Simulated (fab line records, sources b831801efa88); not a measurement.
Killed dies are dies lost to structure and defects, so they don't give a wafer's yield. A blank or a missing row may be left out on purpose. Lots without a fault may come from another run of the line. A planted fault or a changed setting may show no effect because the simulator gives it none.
Chamber matching | flow sky130 | SKY_CAP2M_CVD_00 on pecvd-02: 3 sister chambers
The step deposits SiO2, target thk 15.5 nm. 3 wafers are shown with their chamber, then 8 later ones without.

WAFERS WITH THEIR CHAMBER
wafer  | chamber | heater_power_w (W)
L087.6 | 1       | 654
L089.4 | 0       | 793
L096.4 | 2       | 842

WAFERS WITHOUT THEIR CHAMBER
wafer  | heater_power_w (W)
L096.5 | 660
L096.6 | 721
L095.2 | 539
L095.3 | 785
L095.5 | 753
L097.1 | 769
L097.4 | 656
L097.5 | 798

WHICH CHAMBER EACH WENT THROUGH
wafer  | from the rows above          | in truth
L096.5 | 1                            | 1
L096.6 | can't be placed: 1 or 0 or 2 | 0
L095.2 | 1                            | 1
L095.3 | can't be placed: 0 or 2      | 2
L095.5 | can't be placed: 0 or 2 or 1 | 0
L097.1 | can't be placed: 0 or 2 or 1 | 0
L097.4 | 1                            | 1
L097.5 | can't be placed: 0 or 2      | 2
Placed correctly: 3 of 8. Can't be placed from these rows: 5 (the true chamber is among the candidates in 5). Placed wrongly: 0.
How it was worked out, from the rows above alone: a wafer's distance from a chamber is the root of the sum, over the readings, of the square of ((its reading less the chamber's mean) divided by the reading's scatter). The wafer belongs to the nearest chamber; if the next one is less than 2 further off, it can't be placed. A chamber's mean is the mean of its shown wafers. The scatter: with one shown wafer a chamber, the root of the mean of the squares of how far each hidden wafer lies from its nearest shown one.
